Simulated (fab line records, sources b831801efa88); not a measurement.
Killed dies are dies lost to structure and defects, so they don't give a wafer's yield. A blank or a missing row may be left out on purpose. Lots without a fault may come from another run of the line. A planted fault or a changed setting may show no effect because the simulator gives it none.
fab line records | flow sky130
record lots=12 wafers=36 last_day=50
route steps=708 shown GATE_OXIDE@200 LDD_HVP@286 LDD_LDN@296 POLY_CUT@317 PAD_OPEN@708
lots that met no fault: from a run of the same line without faults
start_h: hours from the record's first day to the start of the lot's first wafer shown | wait_h: hours since the lot's step before | " the same as in the row above | L1.1+2: a row that stands for several wafers | - no value, or no start given | * or withheld: withheld | < > ~ a bound
route shown NAME@n: a module of which the file shows steps, and the number in the route of the first | usual: mean/standard deviation of fault-free wafers | same: alike in all rows | chamber/n: place in a boat | sites: the reading at each site | _std_site: their standard deviation | _edge_site: outer sites' mean less inner sites' | radius_mm: how far each site lies from the wafer's centre | mask NAME#n: copy n | behind: the tool/chamber that last shaped the wafer | hold: why the lot was held/for how many hours/how that ended | device: the transistor (n, p or np) that didn't switch | end of line: the same wafers' tests at the end of the route | a step without rows: its recipe alone | killed: dies lost to structure and defects at the first sort, not the wafer's yield | map: a wafer's dies, x killed, . not, _ none there
set.NAME: the setting as run; set.NAME@STEP: as run at that earlier step | model.NAME: the simulator's own value behind a step, which no gauge read
steps of the route over a sample of lots; a table a step, a row a wafer
services: from which hour (start_h, from the record's first day; less than 0 if before it) a tool's chamber was out of use, for how many hours, and why
## steps
# step SKY_GATE_OXIDE_STRIP_13
# recipe chemistry=O2/N2 power_w=1400 pressure_mtorr=1500 platen_temp_c=withheld o2_flow_sccm=3000 n2_flow_sccm=300 overash_fraction=0.5
# usual drypump_motor_current_A=6.0/0.35 oes_product_au=0.716/0.0043 strip_time_to_endpoint_s=14.20/0.039
# columns lot.wafer tool chamber start_h wait_h drypump_motor_current_A oes_product_au rf_hours_counter_h strip_time_to_endpoint_s
L734.1 plasma_asher-04 0 314.14 0.0 6.3 0.721 51 14.21
L734.3 " 0 " " 6.3 0.711 - 14.16
L734.6 " 0 " " 6.3 0.720 - 14.14
L739.1 plasma_asher-04 1 366.12 0.0 5.8 0.712 55 14.15
L739.3 " 0 " " 6.4 0.717 - 14.16
L739.5 " 0 " " 6.4 0.717 - 14.12
L742.1 plasma_asher-03 0 381.39 0.0 5.6 0.719 69 14.12
L742.3 " 0 " " 5.7 0.719 - 14.14
L742.6 " 1 " " 6.4 0.716 - 14.10
L744.1 plasma_asher-04 0 393.45 0.0 6.3 0.711 57 14.22
L744.5 " 1 " " 5.8 0.715 - 14.22
L744.6 " 0 " " 6.4 0.711 - 14.22
L747.1 plasma_asher-04 0 418.50 0.0 6.3 0.719 60 14.23
L747.3 " 0 " " 6.3 0.709 - 14.21
L747.4 " 1 " " 5.8 0.716 - 14.20
L749.1 plasma_asher-04 0 439.17 0.0 6.4 0.719 62 14.13
L749.2 " 1 " " 5.8 0.722 62 14.20
L749.4 " 0 " " 6.4 0.721 - 14.16
L750.1 plasma_asher-04 1 448.87 0.0 5.8 0.717 63 14.20
L750.4 " 1 " " 5.8 0.712 - 14.17
L750.6 " 1 " " 5.8 0.719 - 14.22
L751.2 plasma_asher-04 1 456.27 0.0 5.8 0.721 63 14.26
L751.5 " 0 " " 6.3 0.718 - 14.28
L751.6 " 1 " " 5.8 0.716 - 14.27
L752.2 plasma_asher-03 0 459.64 0.0 5.7 0.715 77 14.19
L752.3 " 0 " " 5.7 0.723 - 14.24
L752.4 " 1 " " 6.4 0.713 - 14.20
L754.1 plasma_asher-03 0 475.10 0.0 5.7 0.717 78 14.16
L754.4 " 1 " " 6.4 0.720 - 14.15
L754.5 " 1 " " 6.4 0.718 - 14.14
L755.2 plasma_asher-04 0 481.32 0.0 6.4 0.711 66 14.20
L755.3 " 1 " " 5.8 0.712 - 14.20
L755.6 " 1 " " 5.8 0.718 - 14.14
L757.4 plasma_asher-02 0 502.86 0.0 6.0 0.717 - 14.18
L757.5 " 0 " " 6.0 0.721 - 14.19
L757.6 " 1 " " 5.4 0.711 - 14.20
# step SKY_LDD_HVP_IMPLANT_08
# recipe species=B energy_kev=20 dose_cm2=1.7e+13 tilt_deg=17.9
# usual beam_on_s=10.03/0.19 faraday_current_uA=95.6/1.8
# columns lot.wafer tool chamber start_h wait_h beam_on_s faraday_current_uA
L734.1 implanter-02 0 499.12 0.0 9.91 96.4
L734.3 " 0 " " 10.05 95.3
L734.6 " 0 " " 9.78 98.0
L739.1 implanter-03 0 556.62 0.0 11.84 80.9
L739.3 " 0 " " 12.26 77.8
L739.5 " 0 " " 11.79 81.4
L742.1 implanter-03 0 570.94 0.0 12.01 79.9
L742.3 " 0 " " 11.95 80.3
L742.6 " 0 " " 11.92 80.6
L744.1 implanter-01 0 587.70 0.0 10.31 93.0
L744.5 " 0 " " 9.89 97.0
L744.6 " 0 " " 10.19 93.7
L747.1 implanter-01 0 608.79 0.0 9.70 98.9
L747.3 " 0 " " 9.90 96.9
L747.4 " 0 " " 9.97 96.6
L749.1 implanter-01 0 631.15 0.0 9.80 98.5
L749.2 " 0 " " 9.81 97.6
L749.4 " 0 " " 10.17 94.4
L750.1 implanter-03 0 639.14 0.0 10.04 94.9
L750.4 " 0 " " 10.21 93.6
L750.6 " 0 " " 10.03 95.8
L751.2 implanter-03 0 644.78 0.0 10.15 95.1
L751.5 " 0 " " 10.40 92.3
L751.6 " 0 " " 10.30 93.3
L752.2 implanter-02 0 649.80 0.1 9.90 96.6
L752.3 " 0 " " 10.25 94.0
L752.4 " 0 " " 9.97 96.2
L754.1 implanter-03 0 666.80 0.0 10.07 95.3
L754.4 " 0 " " 9.65 99.1
L754.5 " 0 " " 9.96 96.2
L755.2 implanter-03 0 669.61 0.0 9.79 97.6
L755.3 " 0 " " 10.20 93.7
L755.6 " 0 " " 10.02 95.5
L757.4 implanter-01 0 692.60 0.1 10.06 95.5
L757.5 " 0 " " 10.18 94.0
L757.6 " 0 " " 10.06 95.5
# step SKY_LDD_HVP_TW_MEAS_10
# usual LDD_HVP_TW=458.5/2.5
# columns lot.wafer tool chamber start_h wait_h LDD_HVP_TW
L734.1 film_metro-04 - 499.37 0.1 462.7
L734.3 " - " " 461.0
L734.6 " - " " 463.0
L739.1 film_metro-03 - 556.87 0.1 478.5
L739.3 " - " " 479.4
L739.5 " - " " 478.8
L742.1 film_metro-04 - 571.19 0.1 485.4
L742.3 " - " " 484.3
L742.6 " - " " 485.5
L744.1 film_metro-04 - 587.95 0.1 457.8
L744.5 " - " " 456.8
L744.6 " - " " 460.5
L747.1 film_metro-04 - 609.04 0.1 459.1
L747.3 " - " " 460.4
L747.4 " - " " 460.1
L749.1 film_metro-03 - 631.40 0.1 455.2
L749.2 " - " " 456.2
L749.4 " - " " 458.0
L750.1 film_metro-02 - 639.39 0.1 461.4
L750.4 " - " " 462.5
L750.6 " - " " 464.5
L751.2 film_metro-03 - 645.01 0.1 458.6
L751.5 " - " " 458.8
L751.6 " - " " 458.3
L752.2 film_metro-02 - 650.16 0.1 458.5
L752.3 " - " " 457.7
L752.4 " - " " 459.9
L754.1 film_metro-02 - 667.05 0.1 461.1
L754.4 " - " " 459.5
L754.5 " - " " 461.3
L755.2 film_metro-02 - 669.85 0.1 458.1
L755.3 " - " " 460.7
L755.6 " - " " 459.1
L757.4 film_metro-03 - 692.80 0.1 458.8
L757.5 " - " " 460.7
L757.6 " - " " 459.7
# step SKY_LDD_LDN_OVL_MEAS_07
# usual LDD_LDN_OVL=0.5/1.3
# columns lot.wafer tool chamber start_h wait_h LDD_LDN_OVL[nm]
L734.1 overlay-02 - 530.27 0.1 -0.7
L734.3 " - " " -0.1
L734.6 " - " " 1.2
L739.1 overlay-01 - 586.01 0.1 1.4
L739.3 " - " " 1.6
L739.5 " - " " 0.4
L742.1 overlay-01 - 601.25 0.1 -1.5
L742.3 " - " " -1.3
L742.6 " - " " -0.2
L744.1 overlay-01 - 617.41 0.1 1.0
L744.5 " - " " -0.8
L744.6 " - " " 1.5
L747.1 overlay-01 - 638.21 0.1 2.6
L747.3 " - " " 2.6
L747.4 " - " " 1.6
L749.1 overlay-02 - 660.26 0.1 0.6
L749.2 " - " " -0.6
L749.4 " - " " -1.9
L750.1 overlay-02 - 667.67 0.1 -0.3
L750.4 " - " " 0.8
L750.6 " - " " -0.5
L751.2 overlay-02 - 672.47 0.1 1.4
L751.5 " - " " 1.6
L751.6 " - " " 1.1
L752.2 overlay-02 - 678.87 0.1 -2.7
L752.3 " - " " -2.5
L752.4 " - " " -3.4
L754.1 overlay-01 - 695.46 0.1 2.4
L754.4 " - " " 1.7
L754.5 " - " " 0.9
L755.2 overlay-02 - 697.66 0.1 0.7
L755.3 " - " " 1.8
L755.6 " - " " 1.2
L757.4 overlay-02 - 720.92 0.1 1.0
L757.5 " - " " 2.7
L757.6 " - " " 1.2
# step SKY_POLY_CUT_ETCH_10
# recipe chemistry=N2/H2 target=BARC ion_energy_ev=200 source_w=500 bias_w=100 pressure_mtorr=30 n2_flow_sccm=100 h2_flow_sccm=200 stop_on=SiO2 time_s=45.9 target_depth_a=600
# usual bias_w=100.0/0.33 drypump_motor_current_A=5.8/0.37 oes_product_au=0.855/0.0045 throttle_valve_pct=13.226/0.0091
# columns lot.wafer tool chamber start_h wait_h bias_w drypump_motor_current_A oes_product_au rf_hours_counter_h throttle_valve_pct
L734.1 rie_diel-01 1 563.04 0.0 99.7 5.7 0.859 58 13.225
L734.3 " 0 " " 100.8 5.4 0.854 61 13.220
L734.6 " 2 " " 100.2 5.8 0.854 - 13.213
L739.1 rie_diel-03 0 617.79 0.0 99.6 6.1 0.850 42 13.228
L739.3 " 3 " " 99.7 6.2 0.856 24 13.223
L739.5 " 0 " " 100.3 6.0 0.845 - 13.215
L742.1 rie_diel-04 3 633.04 0.0 99.8 6.1 0.854 10 13.232
L742.3 " 0 " " 99.8 6.1 0.844 19 13.225
L742.6 " 1 " " 99.8 5.9 0.852 - 13.229
L744.1 rie_diel-04 3 648.01 0.0 100.6 6.1 0.853 11 13.225
L744.5 " 0 " " 100.0 6.1 0.857 - 13.241
L744.6 " 3 " " 100.4 6.1 0.858 - 13.234
L747.1 rie_diel-04 2 669.41 0.0 99.8 5.1 0.849 0 13.231
L747.3 " 3 " " 99.9 6.1 0.852 11 13.232
L747.4 " 1 " " 99.8 5.8 0.857 49 13.214
L749.1 rie_diel-03 2 692.34 0.0 99.7 5.2 0.854 8 13.228
L749.2 " 1 " " 100.1 5.4 0.849 12 13.216
L749.4 " 0 " " 100.7 6.1 0.866 43 13.226
L750.1 rie_diel-03 3 698.92 0.0 100.1 6.2 0.853 25 13.230
L750.4 " 0 " " 99.9 6.0 0.853 43 13.225
L750.6 " 1 " " 99.8 5.4 0.850 - 13.230
L751.2 rie_diel-04 2 703.31 0.0 99.8 5.1 0.861 1 13.237
L751.5 " 0 " " 100.2 6.1 0.855 - 13.231
L751.6 " 1 " " 99.8 5.8 0.853 - 13.235
L752.2 rie_diel-01 2 708.94 0.0 100.4 5.8 0.856 18 13.235
L752.3 " 0 " " 99.8 5.3 0.856 1 13.225
L752.4 " 3 " " 100.3 6.1 0.852 - 13.218
L754.1 rie_diel-03 2 726.94 0.0 100.1 5.3 0.857 8 13.225
L754.4 " 2 " " 100.4 5.3 0.865 - 13.211
L754.5 " 3 " " 100.2 6.2 0.852 - 13.216
L755.2 rie_diel-01 1 730.17 0.0 100.2 5.6 0.856 1 13.236
L755.3 " 0 " " 99.9 5.3 0.856 1 13.238
L755.6 " 2 " " 100.4 5.8 0.861 - 13.229
L757.4 rie_diel-04 2 749.36 0.0 99.9 5.1 0.858 3 13.223
L757.5 " 1 " " 100.2 5.8 0.857 - 13.236
L757.6 " 2 " " 99.9 5.1 0.857 - 13.240
# step SKY_PAD_OPEN_PROBE_99
# usual killed_at_M0_to_M3=44/6.8 killed_at_M4_up=2.9/1.7 killed_at_contacts=24/5.2 killed_at_front_end=15/4 killed_at_other=0.2/0.44 killed_dies=86/9.9 killed_open=47/7.9 killed_short=39/6.3
# same gross_dies=492 killed_at_back_side=0
# columns lot.wafer tool chamber start_h wait_h killed_at_M0_to_M3 killed_at_M4_up killed_at_contacts killed_at_front_end killed_at_other killed_dies killed_open killed_short
L747.1 prober-01 - 1155.46 0.1 26 2 27 12 0 67 33 34
L747.3 prober-01 - 1155.56 0.2 48 3 28 11 0 90 50 40
L747.4 prober-01 - 1155.61 0.2 46 2 24 19 0 91 61 30
L750.1 prober-01 - 1173.53 0.1 47 2 30 8 0 87 45 42
L750.4 prober-01 - 1173.68 0.2 44 2 18 14 1 79 45 33
L750.6 prober-01 - 1173.78 0.2 41 3 23 9 1 77 36 41
L755.2 prober-02 - 1192.89 0.1 46 3 20 21 0 90 51 39
L755.3 prober-02 - 1192.94 0.2 58 3 24 14 0 99 60 39
L755.6 prober-02 - 1193.09 0.2 51 6 21 12 0 90 49 41
# killed by level:class
L747.1 LI_CONTACT:geometric_particle:open=8 LOCAL_INTERCONNECT:geometric_particle:short=6 CONTACT:geometric_particle:open=6 CONTACT:geometric_particle:short=6 VIA2:geometric_particle:short=5 VIA3:geometric_particle:open=4 POLY_GATE:geometric_particle:open=3 METAL1:geometric_particle:short=3
L747.3 VIA1:geometric_particle:open=11 VIA2:geometric_particle:open=9 CONTACT:geometric_particle:open=8 VIA3:geometric_particle:open=7 VIA1:geometric_particle:short=6 CONTACT:geometric_particle:short=5 METAL1:geometric_particle:short=5 LI_CONTACT:geometric_particle:short=4
L747.4 VIA1:geometric_particle:open=18 FIELD_ISO:geometric_particle:open=8 LI_CONTACT:geometric_particle:open=8 VIA3:geometric_particle:open=8 CONTACT:geometric_particle:open=7 FIELD_ISO:geometric_particle:short=5 CONTACT:geometric_particle:short=5 VIA2:geometric_particle:open=5
L750.1 VIA1:geometric_particle:open=10 CONTACT:geometric_particle:short=9 CONTACT:geometric_particle:open=8 LI_CONTACT:geometric_particle:open=7 VIA1:geometric_particle:short=6 METAL1:geometric_particle:short=6 VIA3:geometric_particle:open=6 METAL3:geometric_particle:short=5
L750.4 VIA1:geometric_particle:open=13 LI_CONTACT:geometric_particle:open=7 VIA1:geometric_particle:short=6 CONTACT:geometric_particle:open=5 METAL1:geometric_particle:short=5 VIA2:geometric_particle:open=5 FIELD_ISO:geometric_particle:open=4 CONTACT:geometric_particle:short=4
L750.6 VIA1:geometric_particle:open=12 CONTACT:geometric_particle:open=10 METAL1:geometric_particle:short=6 VIA1:geometric_particle:short=5 VIA3:geometric_particle:short=5 POLY_GATE:geometric_particle:short=4 LI_CONTACT:geometric_particle:open=4 CONTACT:geometric_particle:short=4
L755.2 VIA1:geometric_particle:open=14 CONTACT:geometric_particle:open=8 VIA2:geometric_particle:open=8 VIA1:geometric_particle:short=6 VIA3:geometric_particle:open=6 METAL1:geometric_particle:short=5 POLY_GATE:geometric_particle:short=5 LI_CONTACT:geometric_particle:open=5
L755.3 VIA1:geometric_particle:open=16 CONTACT:geometric_particle:open=9 VIA3:geometric_particle:open=9 LI_CONTACT:geometric_particle:open=8 VIA2:geometric_particle:open=8 METAL2:geometric_particle:short=7 FIELD_ISO:geometric_particle:short=6 VIA3:geometric_particle:short=5
L755.6 VIA1:geometric_particle:open=14 VIA3:geometric_particle:open=10 FIELD_ISO:geometric_particle:short=7 LI_CONTACT:geometric_particle:open=6 CONTACT:geometric_particle:open=6 METAL2:geometric_particle:short=6 VIA2:geometric_particle:open=5 METAL1:geometric_particle:short=5
## services
# columns tool chamber start_h hours kind
rie_diel-04 0 294.59 5.3 repair
plasma_asher-04 - 347.86 14.6 pm
implanter-03 - 378.43 1.5 repair
plasma_asher-04 - 378.97 2.8 pm
rie_diel-04 2 397.48 1.8 repair
implanter-01 - 409.86 3.3 repair
rie_diel-03 2 412.07 5.2 repair
rie_diel-04 - 424.86 1.3 repair
rie_diel-04 3 430.91 70.2 repair
rie_diel-03 0 434.38 6.8 repair
rie_diel-04 - 452.42 14.6 pm
rie_diel-03 1 479.07 14.3 repair
rie_diel-04 1 520.69 1.5 repair
rie_diel-04 2 542.55 11.1 repair
plasma_asher-04 - 553.02 4.3 pm
rie_diel-04 - 582.48 0.2 repair
rie_diel-04 - 586.71 1.5 repair
implanter-03 - 588.58 8.1 pm
rie_diel-04 1 624.44 4.9 repair
rie_diel-04 3 672.83 6.9 repair
implanter-03 - 676.51 2.3 repair
implanter-03 - 680.54 16.4 pm
plasma_asher-04 - 694.38 4.5 repair
rie_diel-04 1 712.43 20.2 repair
## key
first_sign step=SKY_LDD_HVP_IMPLANT_08 reading=beam_on_s direction=up sigmas=10 usual=10.03 struck=11.96
effect step=SKY_LDD_HVP_IMPLANT_08 reading=faraday_current_uA direction=down sigmas=8.4 usual=95.6 struck=80.2
effect step=SKY_LDD_HVP_TW_MEAS_10 reading=LDD_HVP_TW direction=up sigmas=9.2 usual=458.5 struck=482.0
met_at SKY_LDD_HVP_IMPLANT_08
struck_lots L739,L742
tester_left_out L739,L742
not_acting_at SKY_GATE_OXIDE_STRIP_13,SKY_LDD_LDN_OVL_MEAS_07,SKY_POLY_CUT_ETCH_10
fault kind=process_parameter_drift tool=implanter-03 chamber=- onset_h=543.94 steps=SKY_LDD_HVP_IMPLANT_08 channel=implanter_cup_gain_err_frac offset=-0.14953 shape=step end_h=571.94
# tester_left_out: of these lots the tester's yield and bins aren't shown, on N5 and GAA mostly nor the transistor test; their killed dies are dies lost to structure and defects alone, not to doping, threshold or leakage, so they don't give the yield
